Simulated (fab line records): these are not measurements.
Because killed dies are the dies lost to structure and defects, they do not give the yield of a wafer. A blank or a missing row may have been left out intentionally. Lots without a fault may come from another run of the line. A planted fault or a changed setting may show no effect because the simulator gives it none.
fab line records	flow sky130
record lots=13	wafers=38	last-day=50
route steps=708 shown VIA3@591 METAL4@602 METAL5@662 PAD_OPEN@708
lots that met no fault: from a run of the same line without faults
start-h: hours from the record's first day to the start of the lot's first wafer shown	wait-h: hours since the lot's step before	" the same as in the row above	L1.1+2: a row that stands for several wafers	- no value present, or no start provided	* or withheld: withheld	< > ~ a bound
route shown NAME@n: a module of which the file shows steps, and the number in the route of the first	usual: mean/standard deviation taken from wafers without a fault	same: alike in all rows	chamber/n: place in a boat	sites: readings site by site	_std_site: how widely they spread, as a standard deviation	_edge_site: the outer-site mean with the inner-site mean subtracted	radius-mm: for every site, how far away it sits from the centre of the wafer	mask NAME#n: copy n	behind: tool/chamber where the wafer was last shaped	hold: the reason the lot was held/the length of the hold in hours/how it ended	device: transistor that didn't switch, given as n, p or np	end of line: the route-end tests of the same wafers	a step without rows: its recipe alone	killed: dies that structure and defects cost at the first sort, which is not the same as the wafer's yield	map: a wafer's dies, x killed, . not, _ none there
set.NAME: the run value of the setting; set.NAME@STEP: its run value at that earlier step	model.NAME: the simulator's own value behind a step, which no gauge read
steps of the route over a sample of lots; a table a step, a row a wafer
services: from which hour (start-h, from the record's first day; less than 0 if before it) a tool's chamber was out of use, for how many hours, and why
## steps
# step SKY_VIA3_CLEAN_18
# recipe chemistry=IPA	time-s=180	temp-c=25
# usual bath-heat-duty-pct=6.3/0.8
lot.wafer	tool	chamber	start-h	wait-h	bath-heat-duty-pct
L917.3	wet-bench-03	2	944.29	0.0	6.5
L917.5	"	2	"	"	5.6
L917.6	"	2	"	"	6.9
L919.2	wet-bench-02	1	954.46	0.0	5.4
L919.3	"	1	"	"	5.6
L919.4	"	1	"	"	6.2
L920.2	wet-bench-03	3	956.74	0.0	6.4
L920.4	"	3	"	"	6.1
L920.6	"	3	"	"	6.2
L921.1	wet-bench-04	2	967.96	0.0	5.5
L921.3	"	2	"	"	6.1
L921.6	"	2	"	"	6.5
L923.1	wet-bench-04	2	981.11	0.0	6.2
L923.2	"	2	"	"	6.8
L923.5	"	2	"	"	5.9
L924.1	wet-bench-03	3	983.79	0.0	6.9
L924.5	"	3	"	"	6.0
L924.6	"	3	"	"	6.8
L925.1	wet-bench-04	3	994.39	0.0	6.8
L925.3	"	3	"	"	5.3
L925.6	"	3	"	"	4.6
L926.4	wet-bench-04	2	1000.87	0.0	7.0
L926.5	"	2	"	"	7.0
L926.6	"	2	"	"	6.4
L927.1	wet-bench-04	3	1008.22	0.0	5.3
L927.3	"	3	"	"	5.5
L927.4	"	3	"	"	6.0
L928.3	wet-bench-04	2	1021.44	0.0	7.2
L928.5	"	2	"	"	6.1
L928.6	"	2	"	"	6.7
L935.3	wet-bench-03	1	1064.11	0.0	4.0
L935.4	"	1	"	"	3.9
L935.6	"	1	"	"	6.0
L937.4	wet-bench-03	3	1072.06	0.0	5.7
L937.5	"	3	"	"	6.2
L938.1	wet-bench-03	1	1077.64	0.0	5.8
L938.2	"	1	"	"	5.7
L938.5	"	1	"	"	5.4
# step SKY_METAL4_SPUTTER_04
# recipe material=TiN	target-thk-nm=70	power-w=6500	time-s=58.3	chamber-pressure-pa=0.4
# usual throttle-valve-pct=30.1/0.62
lot.wafer	tool	chamber	start-h	wait-h	throttle-valve-pct
L917.3	pvd-sputter-03	-	945.21	0.0	30.6
L917.5	"	-	"	"	30.8
L917.6	"	-	"	"	30.6
L919.2	pvd-sputter-01	-	955.81	0.0	28.4
L919.3	"	-	"	"	30.3
L919.4	"	-	"	"	29.6
L920.2	pvd-sputter-04	-	957.66	0.0	30.6
L920.4	"	-	"	"	29.7
L920.6	"	-	"	"	30.6
L921.1	pvd-sputter-01	-	968.94	0.0	28.2
L921.3	"	-	"	"	29.9
L921.6	"	-	"	"	29.6
L923.1	pvd-sputter-01	-	982.03	0.0	30.1
L923.2	"	-	"	"	29.6
L923.5	"	-	"	"	29.8
L924.1	pvd-sputter-03	-	984.71	0.0	30.6
L924.5	"	-	"	"	30.0
L924.6	"	-	"	"	30.5
L925.1	pvd-sputter-04	-	995.33	0.0	30.6
L925.3	"	-	"	"	30.6
L925.6	"	-	"	"	30.5
L926.4	pvd-sputter-01	-	1001.83	0.0	30.2
L926.5	"	-	"	"	29.9
L926.6	"	-	"	"	30.3
L927.1	pvd-sputter-01	-	1009.17	0.0	29.7
L927.3	"	-	"	"	30.0
L927.4	"	-	"	"	28.2
L928.3	pvd-sputter-03	-	1022.37	0.0	30.6
L928.5	"	-	"	"	30.2
L928.6	"	-	"	"	30.8
L935.3	pvd-sputter-04	-	1065.03	0.0	30.9
L935.4	"	-	"	"	30.6
L935.6	"	-	"	"	30.7
L937.4	pvd-sputter-03	-	1072.98	0.0	30.5
L937.5	"	-	"	"	30.4
L938.1	pvd-sputter-01	-	1078.56	0.0	28.0
L938.2	"	-	"	"	29.8
L938.5	"	-	"	"	29.8
# step SKY_METAL5_SPUTTER_01
# recipe material=TiN	target-thk-nm=20	power-w=6500	time-s=16.7	chamber-pressure-pa=0.4
# usual throttle-valve-pct=29.9/0.86
lot.wafer	tool	chamber	start-h	wait-h	throttle-valve-pct
L917.3	pvd-sputter-02	-	1020.32	0.0	28.4
L917.5	"	-	"	"	27.7
L917.6	"	-	"	"	30.4
L919.2	pvd-sputter-04	-	1029.86	0.0	30.2
L919.3	"	-	"	"	30.4
L919.4	"	-	"	"	29.5
L920.2	pvd-sputter-04	-	1032.69	0.0	29.8
L920.4	"	-	"	"	30.7
L920.6	"	-	"	"	30.7
L921.1	pvd-sputter-04	-	1042.89	0.0	30.5
L921.3	"	-	"	"	30.7
L921.6	"	-	"	"	30.6
L923.1	pvd-sputter-04	-	1054.52	0.0	30.8
L923.2	"	-	"	"	29.5
L923.5	"	-	"	"	30.7
L924.1	pvd-sputter-04	-	1057.64	0.0	30.7
L924.5	"	-	"	"	29.7
L924.6	"	-	"	"	30.6
L925.1	pvd-sputter-02	-	1066.00	0.0	30.4
L925.3	"	-	"	"	27.9
L925.6	"	-	"	"	30.4
L926.4	pvd-sputter-02	-	1072.55	0.0	28.3
L926.5	"	-	"	"	28.4
L926.6	"	-	"	"	27.7
L927.1	pvd-sputter-01	-	1080.13	0.0	28.3
L927.3	"	-	"	"	30.3
L927.4	"	-	"	"	29.7
L928.3	pvd-sputter-02	-	1090.75	0.0	28.2
L928.5	"	-	"	"	28.4
L928.6	"	-	"	"	30.3
L935.3	pvd-sputter-01	-	1130.01	0.0	30.2
L935.4	"	-	"	"	29.8
L935.6	"	-	"	"	29.8
L937.4	pvd-sputter-04	-	1137.01	0.0	29.7
L937.5	"	-	"	"	30.7
L938.1	pvd-sputter-04	-	1141.72	0.0	29.8
L938.2	"	-	"	"	30.6
L938.5	"	-	"	"	29.7
# step SKY_METAL5_THK_MEAS_06
# recipe thk-meas-gauge=xrf	reads=AlCu_of_METAL5_SPUTTER_02
# usual METAL5_ALCU_THK=1162/14
lot.wafer	tool	chamber	start-h	wait-h	METAL5_ALCU_THK[nm]
L917.3	film-metro-02	-	1020.60	0.1	1152
L917.5	"	-	"	"	1151
L917.6	"	-	"	"	1149
L919.2	film-metro-02	-	1030.13	0.1	1179
L919.3	"	-	"	"	1182
L919.4	"	-	"	"	1157
L920.2	film-metro-02	-	1032.96	0.1	1174
L920.4	"	-	"	"	1190
L920.6	"	-	"	"	1158
L921.1	film-metro-02	-	1043.15	0.1	1156
L921.3	"	-	"	"	1181
L921.6	"	-	"	"	1177
L923.1	film-metro-03	-	1054.79	0.1	1146
L923.2	"	-	"	"	1140
L923.5	"	-	"	"	1134
L924.1	film-metro-04	-	1057.90	0.1	1174
L924.5	"	-	"	"	1177
L924.6	"	-	"	"	1149
L925.1	film-metro-03	-	1066.26	0.1	1156
L925.3	"	-	"	"	1160
L925.6	"	-	"	"	1145
L926.4	film-metro-03	-	1072.85	0.1	1162
L926.5	"	-	"	"	1151
L926.6	"	-	"	"	1152
L927.1	film-metro-04	-	1080.39	0.1	1179
L927.3	"	-	"	"	1160
L927.4	"	-	"	"	1169
L928.3	film-metro-03	-	1091.03	0.1	1170
L928.5	"	-	"	"	1164
L928.6	"	-	"	"	1183
L935.3	film-metro-03	-	1130.30	0.1	1151
L935.4	"	-	"	"	1157
L935.6	"	-	"	"	1158
L937.4	film-metro-03	-	1137.31	0.1	1151
L937.5	"	-	"	"	1140
L938.1	film-metro-04	-	1141.99	0.1	1184
L938.2	"	-	"	"	1171
L938.5	"	-	"	"	1189
# step SKY_PAD_OPEN_PROBE_99
# usual defect-limited-yield=82.5/1.9	killed_at_M0_to_M3=43/7.6	killed_at_M4_up=2.9/1.7	killed-at-contacts=24/5.5	killed-at-front-end=15/4.2	killed-at-other=0.3/0.52	killed-dies=86/9.4	killed-open=47/7	killed-short=39/6.4	sort_bin_3_pad_short=0.9/0.4	sort_bin_5_function=10.3/1.6	sort_bin_6_memory=6.2/1.1	sort-n-pass=406/9.4	sort-yield-pct=82.5/1.9
# same gross-dies=492	killed-at-back-side=0	sort_bin_4_leakage[%]=0	sort_bin_8_speed[%]=0
lot.wafer	tool	chamber	start-h	wait-h	defect-limited-yield[%]	killed_at_M0_to_M3	killed_at_M4_up	killed-at-contacts	killed-at-front-end	killed-at-other	killed-dies	killed-open	killed-short	sort_bin_3_pad_short[%]	sort_bin_5_function[%]	sort_bin_6_memory[%]	sort-n-pass	sort-yield-pct[%]
L937.4	prober-01	-	1192.25	0.2	73.8	86	1	25	17	0	129	40	35	3.7	14.6	7.9	363	73.8
L937.5	prober-01	-	1192.30	0.2	70.7	96	3	22	23	0	144	46	43	3.9	17.9	7.5	348	70.7
L938.1	prober-02	-	1195.88	0.1	74.2	92	2	25	8	0	127	36	26	4.3	15.0	6.5	365	74.2
L938.2	prober-02	-	1195.93	0.1	73.0	97	5	25	6	0	133	39	28	6.5	13.2	7.3	359	73.0
L938.5	prober-02	-	1196.08	0.2	73.4	102	0	15	14	0	131	38	28	4.5	15.4	6.7	361	73.4
# killed by level:class
L937.4 VIA3:unspecified=54 VIA2:geometric-particle:open=8 FIELD_ISO:geometric-particle:open=7 CONTACT:geometric-particle:open=7 LI_CONTACT:geometric-particle:short=6 VIA3:geometric-particle:open=6 LOCAL_INTERCONNECT:geometric-particle:short=5 METAL1:geometric-particle:short=5
L937.5 VIA3:unspecified=55 CONTACT:geometric-particle:open=10 VIA1:geometric-particle:open=10 POLY_GATE:geometric-particle:short=7 METAL1:geometric-particle:short=7 VIA3:geometric-particle:open=7 FIELD_ISO:geometric-particle:open=6 METAL2:geometric-particle:short=6
L938.1 VIA3:unspecified=65 LI_CONTACT:geometric-particle:open=8 CONTACT:geometric-particle:open=7 VIA1:geometric-particle:open=7 CONTACT:geometric-particle:short=5 LOCAL_INTERCONNECT:geometric-particle:short=4 METAL1:geometric-particle:short=4 VIA2:geometric-particle:open=4
L938.2 VIA3:unspecified=66 CONTACT:geometric-particle:open=9 VIA3:geometric-particle:open=8 VIA1:geometric-particle:open=5 LOCAL_INTERCONNECT:geometric-particle:short=5 METAL1:geometric-particle:short=4 CONTACT:geometric-particle:short=3 LI_CONTACT:geometric-particle:open=3
L938.5 VIA3:unspecified=65 LI_CONTACT:geometric-particle:open=7 VIA1:geometric-particle:open=7 VIA2:geometric-particle:open=6 FIELD_ISO:geometric-particle:short=5 METAL1:geometric-particle:short=5 METAL2:geometric-particle:short=4 VIA3:geometric-particle:open=4
## services
tool	chamber	start-h	hours	kind
wet-bench-04	-	930.43	1.9	repair
pvd-sputter-01	-	938.20	8.3	repair
pvd-sputter-02	-	948.84	3.7	repair
pvd-sputter-04	0	958.13	-	consumable-replace:kit
pvd-sputter-04	0	958.13	18.0	scheduled-down
pvd-sputter-04	0	958.13	18.0	vent-cycle
pvd-sputter-02	-	977.74	13.3	repair
pvd-sputter-01	0	982.08	-	consumable-replace:kit
pvd-sputter-01	0	982.08	18.0	scheduled-down
pvd-sputter-01	0	982.08	18.0	vent-cycle
pvd-sputter-02	-	984.20	0.8	repair
pvd-sputter-01	-	989.62	0.8	repair
pvd-sputter-02	-	1009.75	8.4	repair
pvd-sputter-02	0	1034.92	-	consumable-replace:kit
pvd-sputter-02	0	1034.92	18.0	scheduled-down
pvd-sputter-01	-	1050.25	10.0	repair
pvd-sputter-03	-	1105.45	5.4	repair
pvd-sputter-01	3	1109.72	-	consumable-replace:kit
pvd-sputter-01	3	1109.72	18.0	scheduled-down
pvd-sputter-01	3	1109.72	18.0	vent-cycle
pvd-sputter-04	3	1114.86	-	consumable-replace:kit
pvd-sputter-04	3	1114.86	18.0	scheduled-down
pvd-sputter-04	3	1114.86	18.0	vent-cycle
pvd-sputter-01	-	1136.44	14.5	repair
## key
first-sign step=SKY_PAD_OPEN_PROBE_99	reading=sort_bin_3_pad_short	direction=up	sigmas=9	usual=0.9	struck=4.6
effect step=SKY_PAD_OPEN_PROBE_99	reading=killed_at_M0_to_M3	direction=up	sigmas=6.8	usual=43	struck=95
met-at SKY_VIA3_CLEAN_18
struck-lots L937,L938
not-acting-at SKY_METAL4_SPUTTER_04,SKY_METAL5_SPUTTER_01,SKY_METAL5_THK_MEAS_06
onset-between 1064.11 1072.06
also-fits time
fault kind=chamber-particle-source	tool=wet-bench-03	chamber=-	onset-h=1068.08	steps=SKY_VIA3_CLEAN_18	rate-per-visit-cm2=1.806	end-h=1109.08
